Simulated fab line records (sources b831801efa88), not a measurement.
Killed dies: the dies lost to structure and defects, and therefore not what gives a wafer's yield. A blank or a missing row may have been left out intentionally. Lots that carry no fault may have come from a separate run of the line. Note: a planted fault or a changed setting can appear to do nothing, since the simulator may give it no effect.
Which of the tools did it? / flow sky130 / 14 lots with 42 wafers sampled at 6 steps, on a route of 708 steps

WHAT THE GAUGES SHOWED, per wafer
SKY_FIELD_ISO_THK_MEAS_23. Usual: for FIELD_ISO_OXIDATION_01_THK the level is 9.96 nm and the standard deviation is 0.17.
lot=L249; measured=day 2 10:09; on=film metro-01; FIELD_ISO_OXIDATION_01_THK (nm)=10.11 10.34 10.23; flag=
lot=L250; measured=day 2 13:07; on=film metro-01; FIELD_ISO_OXIDATION_01_THK (nm)=10.07 9.82 9.78; flag=
lot=L251; measured=day 2 17:00; on=film metro-02; FIELD_ISO_OXIDATION_01_THK (nm)=10.06 9.94 9.94; flag=
lot=L252; measured=day 2 23:41; on=film metro-02; FIELD_ISO_OXIDATION_01_THK (nm)=9.96 9.97 9.81; flag=
lot=L253; measured=day 3 03:45; on=film metro-01; FIELD_ISO_OXIDATION_01_THK (nm)=9.80 9.88 9.73; flag=
lot=L254; measured=day 3 11:13; on=film metro-03; FIELD_ISO_OXIDATION_01_THK (nm)=10.03 9.93 9.91; flag=
lot=L255; measured=day 3 14:05; on=film metro-02; FIELD_ISO_OXIDATION_01_THK (nm)=10.03 9.85 10.14; flag=
lot=L256; measured=day 3 21:37; on=film metro-02; FIELD_ISO_OXIDATION_01_THK (nm)=9.99 9.93 10.02; flag=
lot=L260; measured=day 4 17:34; on=film metro-03; FIELD_ISO_OXIDATION_01_THK (nm)=9.85 9.81 9.80; flag=
lot=L263; measured=day 5 08:31; on=film metro-01; FIELD_ISO_OXIDATION_01_THK (nm)=9.76 9.75 9.79; flag=
lot=L265; measured=day 5 20:04; on=film metro-01; FIELD_ISO_OXIDATION_01_THK (nm)=9.86 9.83 9.79; flag=
lot=L266; measured=day 6 02:34; on=film metro-02; FIELD_ISO_OXIDATION_01_THK (nm)=10.26 10.01 9.99; flag=
lot=L267; measured=day 6 05:27; on=film metro-03; FIELD_ISO_OXIDATION_01_THK (nm)=9.93 9.94 9.93; flag=
lot=L269; measured=day 6 15:25; on=film metro-01; FIELD_ISO_OXIDATION_01_THK (nm)=10.20 10.08 10.29; flag=

SKY_PWDE_OVL_MEAS_07. Usual: for PWDE_OVL the level is 0.0 nm and the standard deviation is 1.3.
lot=L249; measured=day 3 23:55; on=overlay-02; PWDE_OVL (nm)=0.4 -0.2 0.8; flag=
lot=L250; measured=day 4 02:15; on=overlay-02; PWDE_OVL (nm)=0.7 0.5 -1.6; flag=
lot=L251; measured=day 4 10:16; on=overlay-02; PWDE_OVL (nm)=1.8 2.7 3.1; flag=
lot=L252; measured=day 4 13:29; on=overlay-02; PWDE_OVL (nm)=-0.3 0.9 -2.4; flag=
lot=L253; measured=day 4 19:48; on=overlay-01; PWDE_OVL (nm)=-0.8 -1.0 -1.5; flag=
lot=L254; measured=day 5 02:23; on=overlay-01; PWDE_OVL (nm)=0.1 -0.2 -1.7; flag=
lot=L255; measured=day 5 04:40; on=overlay-02; PWDE_OVL (nm)=0.8 1.6 1.8; flag=
lot=L256; measured=day 5 11:59; on=overlay-02; PWDE_OVL (nm)=0.4 0.1 -0.7; flag=
lot=L260; measured=day 6 12:37; on=overlay-01; PWDE_OVL (nm)=-3.0 -1.9 -0.8; flag=
lot=L263; measured=day 7 06:21; on=overlay-01; PWDE_OVL (nm)=-2.4 -2.1 -1.8; flag=
lot=L265; measured=day 7 15:29; on=overlay-01; PWDE_OVL (nm)=-1.0 -0.2 -1.1; flag=
lot=L266; measured=day 7 23:17; on=overlay-02; PWDE_OVL (nm)=- - -; flag=OFF
lot=L267; measured=day 8 03:57; on=overlay-02; PWDE_OVL (nm)=- - -; flag=OFF
lot=L269; measured=day 8 11:52; on=overlay-01; PWDE_OVL (nm)=-1.1 0.3 -1.1; flag=

SKY_NWELL_TW_MEAS_26. Usual: for NWELL_2_TW the level is 496 and the standard deviation is 5.7.
lot=L249; measured=day 5 11:01; on=film metro-03; NWELL_2_TW=496 493 495; flag=
lot=L250; measured=day 5 13:40; on=film metro-04; NWELL_2_TW=499 497 498; flag=
lot=L251; measured=day 5 21:00; on=film metro-04; NWELL_2_TW=503 498 499; flag=
lot=L252; measured=day 6 02:38; on=film metro-03; NWELL_2_TW=489 491 487; flag=
lot=L253; measured=day 6 07:54; on=film metro-03; NWELL_2_TW=485 489 490; flag=
lot=L254; measured=day 6 15:31; on=film metro-04; NWELL_2_TW=495 495 496; flag=
lot=L255; measured=day 6 16:52; on=film metro-04; NWELL_2_TW=496 499 498; flag=
lot=L256; measured=day 7 02:50; on=film metro-04; NWELL_2_TW=501 501 502; flag=
lot=L260; measured=day 8 04:46; on=film metro-04; NWELL_2_TW=494 498 498; flag=
lot=L263; measured=day 9 00:10; on=film metro-03; NWELL_2_TW=488 485 488; flag=
lot=L265; measured=day 9 10:36; on=film metro-04; NWELL_2_TW=499 499 497; flag=
lot=L266; measured=day 9 18:57; on=film metro-04; NWELL_2_TW=550 550 551; flag=OFF
lot=L267; measured=day 9 23:48; on=film metro-01; NWELL_2_TW=562 560 556; flag=OFF
lot=L269; measured=day 10 08:21; on=film metro-01; NWELL_2_TW=502 503 506; flag=

TOOL THAT RAN EACH LOT (tool first, then ch and the chambers of the sampled wafers, then the start)
lot=L249; SKY_PWDE_COAT_02=litho track-03 ch 0, day 3 15:09; SKY_PWDE_STRIP_09=plasma asher-01 ch 0,1, day 4 00:06; SKY_NWELL_STRIP_14=plasma asher-04 ch 0,1, day 4 17:17
lot=L250; SKY_PWDE_COAT_02=litho track-01 ch 0, day 3 17:43; SKY_PWDE_STRIP_09=plasma asher-01 ch 0,1, day 4 02:26; SKY_NWELL_STRIP_14=plasma asher-03 ch 0,1, day 4 20:13
lot=L251; SKY_PWDE_COAT_02=litho track-01 ch 0, day 4 01:40; SKY_PWDE_STRIP_09=plasma asher-02 ch 0,1, day 4 10:36; SKY_NWELL_STRIP_14=plasma asher-04 ch 0,1, day 5 04:24
lot=L252; SKY_PWDE_COAT_02=litho track-04 ch 0, day 4 04:35; SKY_PWDE_STRIP_09=plasma asher-01 ch 1, day 4 13:40; SKY_NWELL_STRIP_14=plasma asher-03 ch 0, day 5 07:59
lot=L253; SKY_PWDE_COAT_02=litho track-03 ch 0, day 4 10:43; SKY_PWDE_STRIP_09=plasma asher-02 ch 0,1, day 4 20:08; SKY_NWELL_STRIP_14=plasma asher-03 ch 0,1, day 5 13:29
lot=L254; SKY_PWDE_COAT_02=litho track-04 ch 0, day 4 17:06; SKY_PWDE_STRIP_09=plasma asher-02 ch 0,1, day 5 02:34; SKY_NWELL_STRIP_14=plasma asher-03 ch 1, day 5 20:33
lot=L255; SKY_PWDE_COAT_02=litho track-04 ch 0, day 4 20:05; SKY_PWDE_STRIP_09=plasma asher-03 ch 0,1, day 5 04:52; SKY_NWELL_STRIP_14=plasma asher-01 ch 0,1, day 5 21:53
lot=L256; SKY_PWDE_COAT_02=litho track-03 ch 0, day 5 03:06; SKY_PWDE_STRIP_09=plasma asher-02 ch 0,1, day 5 12:11; SKY_NWELL_STRIP_14=plasma asher-04 ch 0,1, day 6 07:24
lot=L260; SKY_PWDE_COAT_02=litho track-03 ch 0, day 6 03:03; SKY_PWDE_STRIP_09=plasma asher-01 ch 0,1, day 6 12:48; SKY_NWELL_STRIP_14=plasma asher-03 ch 0,1, day 7 08:43
lot=L263; SKY_PWDE_COAT_02=litho track-03 ch 0, day 6 20:04; SKY_PWDE_STRIP_09=plasma asher-02 ch 0,1, day 7 06:32; SKY_NWELL_STRIP_14=plasma asher-01 ch 0,1, day 8 02:37
lot=L265; SKY_PWDE_COAT_02=litho track-01 ch 0, day 7 05:34; SKY_PWDE_STRIP_09=plasma asher-01 ch 0,1, day 7 15:40; SKY_NWELL_STRIP_14=plasma asher-01 ch 0,1, day 8 12:38
lot=L266; SKY_PWDE_COAT_02=litho track-04, day 7 12:38; SKY_PWDE_STRIP_09=plasma asher-03 ch 0,1, day 7 23:28; SKY_NWELL_STRIP_14=plasma asher-01 ch 0,1, day 8 21:01
lot=L267; SKY_PWDE_COAT_02=litho track-04, day 7 17:17; SKY_PWDE_STRIP_09=plasma asher-02 ch 0,1, day 8 04:08; SKY_NWELL_STRIP_14=plasma asher-03 ch 0,1, day 9 01:37
lot=L269; SKY_PWDE_COAT_02=litho track-03 ch 0, day 8 01:31; SKY_PWDE_STRIP_09=plasma asher-03 ch 0,1, day 8 12:03; SKY_NWELL_STRIP_14=plasma asher-04 ch 0,1, day 9 10:27
- SKY_PWDE_COAT_02: resist thk 3059 nm.
- SKY_PWDE_STRIP_09: strips in O2/N2.
- SKY_NWELL_STRIP_14: strips in O2/N2.

AS READ BY THE TOOLS THEMSELVES (means over the sampled wafers that have a number; for cases with no such wafer, the mark the record gives instead)
SKY_PWDE_COAT_02. Usual: chill plate temp C 22.98 C, standard deviation 0.11; dispense pressure kPa 52.0 kPa, standard deviation 2.4; spin speed rpm 2000.0 rpm, standard deviation 1.2.
lot=L249; tool=litho track-03; chill plate temp C (C)=22.90; dispense pressure kPa (kPa)=53.5; spin speed rpm (rpm)=2000.5; flag=
lot=L250; tool=litho track-01; chill plate temp C (C)=23.03; dispense pressure kPa (kPa)=46.7; spin speed rpm (rpm)=1999.5; flag=
lot=L251; tool=litho track-01; chill plate temp C (C)=23.05; dispense pressure kPa (kPa)=46.6; spin speed rpm (rpm)=2001.0; flag=
lot=L252; tool=litho track-04; chill plate temp C (C)=23.06; dispense pressure kPa (kPa)=52.9; spin speed rpm (rpm)=1999.9; flag=
lot=L253; tool=litho track-03; chill plate temp C (C)=23.07; dispense pressure kPa (kPa)=53.4; spin speed rpm (rpm)=2000.3; flag=
lot=L254; tool=litho track-04; chill plate temp C (C)=23.07; dispense pressure kPa (kPa)=52.9; spin speed rpm (rpm)=2000.5; flag=
lot=L255; tool=litho track-04; chill plate temp C (C)=23.05; dispense pressure kPa (kPa)=52.9; spin speed rpm (rpm)=2000.0; flag=
lot=L256; tool=litho track-03; chill plate temp C (C)=22.92; dispense pressure kPa (kPa)=53.4; spin speed rpm (rpm)=1998.8; flag=
lot=L260; tool=litho track-03; chill plate temp C (C)=22.95; dispense pressure kPa (kPa)=53.4; spin speed rpm (rpm)=2000.7; flag=
lot=L263; tool=litho track-03; chill plate temp C (C)=22.92; dispense pressure kPa (kPa)=53.4; spin speed rpm (rpm)=1999.9; flag=
lot=L265; tool=litho track-01; chill plate temp C (C)=22.97; dispense pressure kPa (kPa)=46.7; spin speed rpm (rpm)=2000.2; flag=
lot=L266; tool=litho track-04; chill plate temp C (C)=-; dispense pressure kPa (kPa)=-; spin speed rpm (rpm)=-; flag=OFF
lot=L267; tool=litho track-04; chill plate temp C (C)=-; dispense pressure kPa (kPa)=-; spin speed rpm (rpm)=-; flag=OFF
lot=L269; tool=litho track-03; chill plate temp C (C)=22.90; dispense pressure kPa (kPa)=53.4; spin speed rpm (rpm)=2000.2; flag=

SKY_PWDE_STRIP_09. Usual: drypump motor current A 5.6 A, standard deviation 0.63; oes product au 0.723 a.u., standard deviation 0.0045; strip time to endpoint s 37.60 s, standard deviation 0.11.
lot=L249; tool=plasma asher-01; drypump motor current A (A)=6.0; oes product au (a.u.)=0.720; strip time to endpoint s (s)=37.70; flag=
lot=L250; tool=plasma asher-01; drypump motor current A (A)=5.5; oes product au (a.u.)=0.722; strip time to endpoint s (s)=37.38; flag=
lot=L251; tool=plasma asher-02; drypump motor current A (A)=5.2; oes product au (a.u.)=0.724; strip time to endpoint s (s)=37.58; flag=
lot=L252; tool=plasma asher-01; drypump motor current A (A)=5.1; oes product au (a.u.)=0.729; strip time to endpoint s (s)=37.66; flag=
lot=L253; tool=plasma asher-02; drypump motor current A (A)=5.6; oes product au (a.u.)=0.726; strip time to endpoint s (s)=37.69; flag=
lot=L254; tool=plasma asher-02; drypump motor current A (A)=5.2; oes product au (a.u.)=0.725; strip time to endpoint s (s)=37.74; flag=
lot=L255; tool=plasma asher-03; drypump motor current A (A)=5.7; oes product au (a.u.)=0.722; strip time to endpoint s (s)=37.70; flag=
lot=L256; tool=plasma asher-02; drypump motor current A (A)=5.2; oes product au (a.u.)=0.726; strip time to endpoint s (s)=37.61; flag=
lot=L260; tool=plasma asher-01; drypump motor current A (A)=5.6; oes product au (a.u.)=0.722; strip time to endpoint s (s)=37.69; flag=
lot=L263; tool=plasma asher-02; drypump motor current A (A)=5.2; oes product au (a.u.)=0.725; strip time to endpoint s (s)=37.73; flag=
lot=L265; tool=plasma asher-01; drypump motor current A (A)=5.5; oes product au (a.u.)=0.726; strip time to endpoint s (s)=37.52; flag=
lot=L266; tool=plasma asher-03; drypump motor current A (A)=5.6; oes product au (a.u.)=-; strip time to endpoint s (s)=-; flag=OFF
lot=L267; tool=plasma asher-02; drypump motor current A (A)=5.2; oes product au (a.u.)=-; strip time to endpoint s (s)=-; flag=OFF
lot=L269; tool=plasma asher-03; drypump motor current A (A)=5.7; oes product au (a.u.)=0.716; strip time to endpoint s (s)=37.48; flag=

SKY_NWELL_STRIP_14. Usual: drypump motor current A 5.9 A, standard deviation 0.55; oes product au 0.723 a.u., standard deviation 0.0042; strip time to endpoint s 36.91 s, standard deviation 0.12.
lot=L249; tool=plasma asher-04; drypump motor current A (A)=6.3; oes product au (a.u.)=0.725; strip time to endpoint s (s)=36.76; flag=
lot=L250; tool=plasma asher-03; drypump motor current A (A)=5.7; oes product au (a.u.)=0.719; strip time to endpoint s (s)=36.73; flag=
lot=L251; tool=plasma asher-04; drypump motor current A (A)=6.3; oes product au (a.u.)=0.724; strip time to endpoint s (s)=36.76; flag=
lot=L252; tool=plasma asher-03; drypump motor current A (A)=5.5; oes product au (a.u.)=0.722; strip time to endpoint s (s)=36.86; flag=
lot=L253; tool=plasma asher-03; drypump motor current A (A)=5.7; oes product au (a.u.)=0.717; strip time to endpoint s (s)=37.04; flag=
lot=L254; tool=plasma asher-03; drypump motor current A (A)=5.8; oes product au (a.u.)=0.724; strip time to endpoint s (s)=36.95; flag=
lot=L255; tool=plasma asher-01; drypump motor current A (A)=6.1; oes product au (a.u.)=0.725; strip time to endpoint s (s)=36.67; flag=
lot=L256; tool=plasma asher-04; drypump motor current A (A)=6.3; oes product au (a.u.)=0.723; strip time to endpoint s (s)=37.02; flag=
lot=L260; tool=plasma asher-03; drypump motor current A (A)=5.7; oes product au (a.u.)=0.724; strip time to endpoint s (s)=37.00; flag=
lot=L263; tool=plasma asher-01; drypump motor current A (A)=5.6; oes product au (a.u.)=0.725; strip time to endpoint s (s)=36.88; flag=
lot=L265; tool=plasma asher-01; drypump motor current A (A)=6.0; oes product au (a.u.)=0.723; strip time to endpoint s (s)=36.95; flag=
lot=L266; tool=plasma asher-01; drypump motor current A (A)=5.5; oes product au (a.u.)=0.723; strip time to endpoint s (s)=36.85; flag=
lot=L267; tool=plasma asher-03; drypump motor current A (A)=5.7; oes product au (a.u.)=0.724; strip time to endpoint s (s)=36.85; flag=
lot=L269; tool=plasma asher-04; drypump motor current A (A)=6.3; oes product au (a.u.)=0.724; strip time to endpoint s (s)=37.00; flag=

THE ANSWER, worked out from the rows above alone
Rule: a lot counts as off when the mean over its wafers that have a number is more than 3 standard deviations away from the usual mean. A lot without any number at a reading at which 4 lots or more have one is off too. Any other lot the step has rows for is counted as sound. First the gauges in route order, then the tools' own readings, where a lot's mean is used as printed above. The first step at which some lot is off is used, and at that step the reading that is off furthest; a lot without a number counts as furthest.
Off: at SKY_PWDE_OVL_MEAS_07 (PWDE_OVL), L266, L267. Without a number there: L266, L267.
A tool fits if, at a process step before that reading, it ran every lot that is off, and no sound lot after the first of them. Not tried: the gauges at SKY_PWDE_OVL_MEAS_07; whatever is off there is also off at SKY_NWELL_TW_MEAS_26, on other tools, and gauge error can't account for it. One candidate fits, namely litho track-04 at SKY_PWDE_COAT_02. Its last sound lot is L255 (day 4 20:05), its first lot that is off L266 (day 7 12:38): a fault that began between those two fits.
Blank at SKY_PWDE_COAT_02 on the lots that are off, where sound lots have numbers: chill plate temp C, dispense pressure kPa, spin speed rpm.

WHAT THE SIMULATOR HAD PUT IN
Entire step skipped (litho track-04, SKY_PWDE_COAT_02), from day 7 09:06 onward. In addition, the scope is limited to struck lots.
Struck lots among those shown: L266, L267. The rule above found the same.
